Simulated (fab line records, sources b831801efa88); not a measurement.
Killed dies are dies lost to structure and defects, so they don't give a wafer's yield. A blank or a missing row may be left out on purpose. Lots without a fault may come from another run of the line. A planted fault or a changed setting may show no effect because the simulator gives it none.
Which tool did it? | flow sky130 | 11 lots, 33 wafers sampled, at 6 steps of a route of 708

WHAT THE GAUGES READ, wafer by wafer
The record holds no reading of a measuring or inspecting step that can be judged against a usual standard deviation.

WHICH TOOL RAN EACH LOT (tool, then ch and the chambers of the sampled wafers, then the start)
lot  | SKY_VIA1_CVD_21               | SKY_METAL2_SPUTTER_01        | SKY_METAL2_SPUTTER_04        | SKY_METAL2_METAL_ETCH_19          | SKY_METAL2_STRIP_20                  | SKY_PAD_OPEN_PROBE_99
L392 | cvd_w-01 ch 0,1, day 34 00:15 | pvd_sputter-01, day 34 00:51 | pvd_sputter-01, day 34 00:55 | rie_metal-01 ch 0,1, day 35 03:02 | plasma_asher-04 ch 0,1, day 35 03:07 | prober-02, day 45 17:23
L396 | cvd_w-02 ch 0,1, day 34 18:52 | pvd_sputter-01, day 34 19:28 | pvd_sputter-01, day 34 19:32 | rie_metal-03 ch 0,1, day 35 21:55 | plasma_asher-02 ch 0,1, day 35 22:01 | prober-01, day 46 09:14
L398 | cvd_w-02 ch 0,1, day 35 13:48 | pvd_sputter-01, day 35 14:22 | pvd_sputter-01, day 35 14:26 | rie_metal-01 ch 0,1, day 36 17:10 | plasma_asher-02 ch 0,1, day 36 17:15 | prober-01, day 46 22:48
L399 | cvd_w-01 ch 0,1, day 36 12:39 | pvd_sputter-02, day 36 13:15 | pvd_sputter-02, day 36 13:19 | rie_metal-01 ch 0,1, day 37 15:34 | plasma_asher-03 ch 0,1, day 37 15:40 | prober-02, day 47 18:17
L400 | cvd_w-02 ch 0,1, day 36 18:50 | pvd_sputter-02, day 36 19:39 | pvd_sputter-02, day 36 19:43 | rie_metal-01 ch 0, day 37 21:37   | plasma_asher-03 ch 0,1, day 37 21:43 | prober-01, day 47 20:01
L404 | cvd_w-01 ch 0,1, day 38 12:31 | pvd_sputter-02, day 38 13:06 | pvd_sputter-02, day 38 13:10 | rie_metal-02 ch 0, day 39 13:41   | plasma_asher-02 ch 0,1, day 39 13:52 | prober-02, day 49 03:27
L409 | cvd_w-02 ch 0,1, day 39 08:19 | pvd_sputter-01, day 39 08:54 | pvd_sputter-01, day 39 08:58 | rie_metal-02 ch 0, day 40 10:07   | plasma_asher-04 ch 0,1, day 40 10:13 | prober-01, day 49 19:31
L411 | cvd_w-02 ch 0,1, day 39 12:35 | pvd_sputter-01, day 39 13:10 | pvd_sputter-01, day 39 13:14 | rie_metal-02 ch 0,1, day 40 14:10 | plasma_asher-04 ch 0,1, day 40 14:16 | prober-02, day 49 20:28
L412 | cvd_w-02 ch 0,1, day 39 17:46 | pvd_sputter-01, day 39 18:35 | pvd_sputter-01, day 39 18:39 | rie_metal-03 ch 0,1, day 40 19:46 | plasma_asher-04 ch 0,1, day 40 19:52 | prober-01, day 49 23:50
L414 | cvd_w-01 ch 0,1, day 40 13:12 | pvd_sputter-01, day 40 13:47 | pvd_sputter-01, day 40 13:52 | rie_metal-01 ch 0,1, day 41 13:49 | plasma_asher-02 ch 0,1, day 41 13:55 | prober-01, day 50 12:09
L415 | cvd_w-01 ch 0,1, day 40 17:46 | pvd_sputter-03, day 40 18:21 | pvd_sputter-03, day 40 18:25 | rie_metal-02 ch 0, day 41 18:37   | plasma_asher-04 ch 0,1, day 41 18:47 | prober-02, day 50 16:10
- SKY_VIA1_CVD_21: deposits W, target thk 270 nm, time 80.902 s.
- SKY_METAL2_SPUTTER_01: material TiN, target thk 20 nm, time 16.7 s.
- SKY_METAL2_SPUTTER_04: material TiN, target thk 70 nm, time 58.3 s.
- SKY_METAL2_METAL_ETCH_19: etches the open film in Cl2/BCl3, stops on SiO2, target depth 360 nm, time 78 s.
- SKY_METAL2_STRIP_20: strips in O2/N2.
- SKY_PAD_OPEN_PROBE_99

WHAT THE TOOLS THEMSELVES READ (means of the sampled wafers that have a number; where no wafer has one, the mark that the record gives instead)
SKY_VIA1_CVD_21. Usual: heater_power_w 901 W, standard deviation 42.
lot  | tool     | heater_power_w (W) | flag
L392 | cvd_w-01 | 892                |
L396 | cvd_w-02 | 927                |
L398 | cvd_w-02 | 928                |
L399 | cvd_w-01 | 870                |
L400 | cvd_w-02 | 931                |
L404 | cvd_w-01 | 866                |
L409 | cvd_w-02 | 890                |
L411 | cvd_w-02 | 879                |
L412 | cvd_w-02 | 890                |
L414 | cvd_w-01 | 920                |
L415 | cvd_w-01 | 909                |

SKY_METAL2_SPUTTER_01. Usual: throttle_valve_pct 30.5 %, standard deviation 1.4.
lot  | tool           | throttle_valve_pct (%) | flag
L392 | pvd_sputter-01 | 30.5                   |
L396 | pvd_sputter-01 | 30.6                   |
L398 | pvd_sputter-01 | 32.6                   |
L399 | pvd_sputter-02 | 29.7                   |
L400 | pvd_sputter-02 | 30.3                   |
L404 | pvd_sputter-02 | 29.7                   |
L409 | pvd_sputter-01 | 31.0                   |
L411 | pvd_sputter-01 | 31.4                   |
L412 | pvd_sputter-01 | 31.5                   |
L414 | pvd_sputter-01 | 30.9                   |
L415 | pvd_sputter-03 | 30.2                   |

SKY_METAL2_SPUTTER_04. Usual: throttle_valve_pct 30.4 %, standard deviation 1.4.
lot  | tool           | throttle_valve_pct (%) | flag
L392 | pvd_sputter-01 | 30.5                   |
L396 | pvd_sputter-01 | 30.5                   |
L398 | pvd_sputter-01 | 32.5                   |
L399 | pvd_sputter-02 | 29.6                   |
L400 | pvd_sputter-02 | 30.4                   |
L404 | pvd_sputter-02 | 29.8                   |
L409 | pvd_sputter-01 | 31.2                   |
L411 | pvd_sputter-01 | 31.2                   |
L412 | pvd_sputter-01 | 31.3                   |
L414 | pvd_sputter-01 | 30.9                   |
L415 | pvd_sputter-03 | 30.1                   |

SKY_METAL2_METAL_ETCH_19. Usual: bias_w 48.50 W, standard deviation 0.14; drypump_motor_current_A 5.9 A, standard deviation 0.34; oes_product_au 0.855 a.u., standard deviation 0.0052; throttle_valve_pct 22.264 %, standard deviation 0.0085.
lot  | tool         | bias_w (W) | drypump_motor_current_A (A) | oes_product_au (a.u.) | throttle_valve_pct (%) | flag
L392 | rie_metal-01 | 48.51      | 5.7                         | 0.854                 | 22.271                 |
L396 | rie_metal-03 | 48.49      | 5.6                         | 0.855                 | 22.258                 |
L398 | rie_metal-01 | 48.60      | 5.7                         | 0.856                 | 22.269                 |
L399 | rie_metal-01 | 52.44      | 5.7                         | 0.851                 | 22.262                 | OFF
L400 | rie_metal-01 | 60.68      | 5.8                         | 0.855                 | 22.260                 | OFF
L404 | rie_metal-02 | 48.63      | 6.3                         | 0.849                 | 22.265                 |
L409 | rie_metal-02 | 48.58      | 6.4                         | 0.860                 | 22.262                 |
L411 | rie_metal-02 | 48.28      | 6.4                         | 0.854                 | 22.258                 |
L412 | rie_metal-03 | 48.52      | 5.6                         | 0.850                 | 22.264                 |
L414 | rie_metal-01 | 48.41      | 5.7                         | 0.851                 | 22.261                 |
L415 | rie_metal-02 | 48.48      | 6.3                         | 0.856                 | 22.261                 |

SKY_METAL2_STRIP_20. Usual: drypump_motor_current_A 5.7 A, standard deviation 0.31; oes_product_au 0.342 a.u., standard deviation 0.0049; strip_time_to_endpoint_s 2.69 s, standard deviation 0.041.
lot  | tool            | drypump_motor_current_A (A) | oes_product_au (a.u.) | strip_time_to_endpoint_s (s) | flag
L392 | plasma_asher-04 | 5.7                         | 0.335                 | 2.67                         |
L396 | plasma_asher-02 | 5.6                         | 0.337                 | 2.63                         |
L398 | plasma_asher-02 | 5.7                         | 0.340                 | 2.69                         |
L399 | plasma_asher-03 | 6.1                         | 0.342                 | 2.58                         |
L400 | plasma_asher-03 | 6.3                         | 0.329                 | 2.45                         | OFF
L404 | plasma_asher-02 | 5.7                         | 0.339                 | 2.70                         |
L409 | plasma_asher-04 | 5.5                         | 0.347                 | 2.71                         |
L411 | plasma_asher-04 | 5.5                         | 0.345                 | 2.68                         |
L412 | plasma_asher-04 | 5.6                         | 0.340                 | 2.67                         |
L414 | plasma_asher-02 | 5.7                         | 0.346                 | 2.70                         |
L415 | plasma_asher-04 | 5.6                         | 0.339                 | 2.70                         |

SKY_PAD_OPEN_PROBE_99. Usual: defect_limited_yield 82.3 %, standard deviation 2; killed_at_M0_to_M3 44, standard deviation 7.1; killed_at_M4_up 3.3, standard deviation 1.8; killed_at_contacts 24, standard deviation 5.1; killed_at_front_end 16, standard deviation 4.7; killed_at_other 0.3, standard deviation 0.52; killed_dies 87, standard deviation 9.7; killed_open 47, standard deviation 6.8; killed_short 39, standard deviation 6.7; sort_bin_3_pad_short 0.9 %, standard deviation 0.43; sort_bin_5_function 10.4 %, standard deviation 1.4; sort_bin_6_memory 6.4 %, standard deviation 1.2; sort_n_pass 405, standard deviation 9.7; sort_yield_pct 82.3 %, standard deviation 2.
lot  | tool      | defect_limited_yield (%) | killed_at_M0_to_M3 | killed_at_M4_up | killed_at_contacts | killed_at_front_end | killed_at_other | killed_dies | killed_open | killed_short | sort_bin_3_pad_short (%) | sort_bin_5_function (%) | sort_bin_6_memory (%) | sort_n_pass | sort_yield_pct (%) | flag
L392 | prober-02 | 83.6                     | 43                 | 3.7             | 20                 | 14                  | 0.3             | 81          | 45          | 36           | 1.0                      | 9.2                     | 6.2                   | 411         | 83.6               |
L396 | prober-01 | 83.0                     | 45                 | 2.7             | 24                 | 12                  | 0.0             | 83          | 45          | 38           | 0.9                      | 9.4                     | 6.6                   | 409         | 83.0               |
L398 | prober-01 | 80.9                     | 47                 | 3.7             | 21                 | 22                  | 0.0             | 94          | 47          | 47           | 1.1                      | 10.6                    | 7.4                   | 398         | 80.9               |
L399 | prober-02 | 81.2                     | 50                 | 3.7             | 20                 | 19                  | 0.0             | 93          | 51          | 42           | 1.3                      | 10.9                    | 6.7                   | 399         | 81.2               |
L400 | prober-01 | 83.9                     | 39                 | 3.7             | 22                 | 14                  | 0.3             | 79          | 42          | 37           | 0.3                      | 10.0                    | 5.9                   | 413         | 83.9               |
L404 | prober-02 | 82.5                     | 39                 | 4.7             | 22                 | 21                  | 0.3             | 86          | 40          | 45           | 1.1                      | 10.2                    | 6.2                   | 406         | 82.5               |
L409 | prober-01 | 83.1                     | 49                 | 3.3             | 19                 | 12                  | 0.0             | 83          | 44          | 39           | 0.8                      | 10.0                    | 6.1                   | 409         | 83.1               |
L411 | prober-02 | 83.6                     | 42                 | 3.3             | 23                 | 11                  | 0.3             | 80          | 42          | 39           | 1.4                      | 9.6                     | 5.3                   | 412         | 83.6               |
L412 | prober-01 | 83.3                     | 43                 | 1.0             | 19                 | 19                  | 0.0             | 82          | 41          | 41           | 0.7                      | 9.9                     | 6.0                   | 410         | 83.3               |
L414 | prober-01 | 83.3                     | 39                 | 2.7             | 27                 | 13                  | 0.3             | 82          | 49          | 33           | 0.7                      | 10.3                    | 5.7                   | 410         | 83.3               |
L415 | prober-02 | 81.7                     | 43                 | 3.3             | 24                 | 19                  | 1.0             | 90          | 46          | 44           | 1.1                      | 10.9                    | 6.2                   | 402         | 81.7               |

THE ANSWER, worked out from the rows above alone
Rule: a lot is off if the mean of its wafers that have a number lies more than 3 standard deviations from the usual mean. A lot without any number at a reading at which 4 lots or more have one is off too. The other lots that the step has rows for count as sound. The gauges are gone through in route order, then the tools' own readings, and for those a lot's mean is taken as printed above. The first step at which some lot is off is used, and at that step the reading that is off furthest; a lot without a number counts as furthest.
Off: L399, L400, at SKY_METAL2_METAL_ETCH_19 (bias_w).
A tool fits if, at that step or a process step before it, it ran every lot that is off, and no sound lot after the first of them. None of those tried fits.

WHAT THE SIMULATOR HAD PUT IN
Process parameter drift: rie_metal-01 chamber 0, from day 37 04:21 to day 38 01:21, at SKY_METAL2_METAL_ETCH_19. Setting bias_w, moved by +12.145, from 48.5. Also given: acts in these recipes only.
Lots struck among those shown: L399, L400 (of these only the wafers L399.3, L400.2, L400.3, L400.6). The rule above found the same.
